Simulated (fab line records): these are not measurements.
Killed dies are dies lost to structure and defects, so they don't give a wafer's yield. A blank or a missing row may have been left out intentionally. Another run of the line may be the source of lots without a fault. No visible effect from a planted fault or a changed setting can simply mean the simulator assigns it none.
Matching of chambers + flow sfq_line + 4 sister chambers for SFQ_TRILAYER_I7_CMP_CMP_184 on cmp-01
The step polishes SiO2. 4 wafers are shown with their chamber, then 7 later ones without.

## WAFERS WITH THEIR CHAMBER
| wafer  | chamber | motor_current_A (A) |
|--------|---------|---------------------|
| L495.1 | 2       | 9.6                 |
| L495.6 | 0       | 10.9                |
| L499.4 | 3       | 8.9                 |
| L499.2 | 1       | 11.5                |

## WAFERS WITH NO CHAMBER GIVEN
| wafer  | motor_current_A (A) |
|--------|---------------------|
| L499.6 | 10.2                |
| L501.4 | 10.6                |
| L501.3 | 9.5                 |
| L501.6 | 11.0                |
| L502.1 | 10.8                |
| L502.3 | 9.5                 |
| L502.6 | 10.6                |

## WHICH CHAMBER EACH ONE RAN IN
| wafer  | from the rows above     | in truth                   |
|--------|-------------------------|----------------------------|
| L499.6 | can't be placed: 2 or 0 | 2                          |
| L501.4 | 0                       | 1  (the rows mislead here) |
| L501.3 | can't be placed: 2 or 3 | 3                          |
| L501.6 | can't be placed: 0 or 1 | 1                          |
| L502.1 | 0                       | 0                          |
| L502.3 | can't be placed: 2 or 3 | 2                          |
| L502.6 | 0                       | 0                          |
Correctly placed: 2 of 7. From these rows, 4 cannot be placed; in 4 the true chamber is one of the candidates. Placed wrongly: 1.
How it was worked out, from the rows above alone: a wafer's distance from a chamber is the root of the sum, over the readings, of the square of ((its reading less the chamber's mean) divided by the reading's scatter). If the next closest chamber is less than 2 further off than the closest, the wafer can't be placed; otherwise it belongs to the closest. Each chamber's mean is taken over the wafers shown for it. The scatter: root of mean squared gap, hidden wafer to nearest shown wafer, with one shown wafer a chamber.
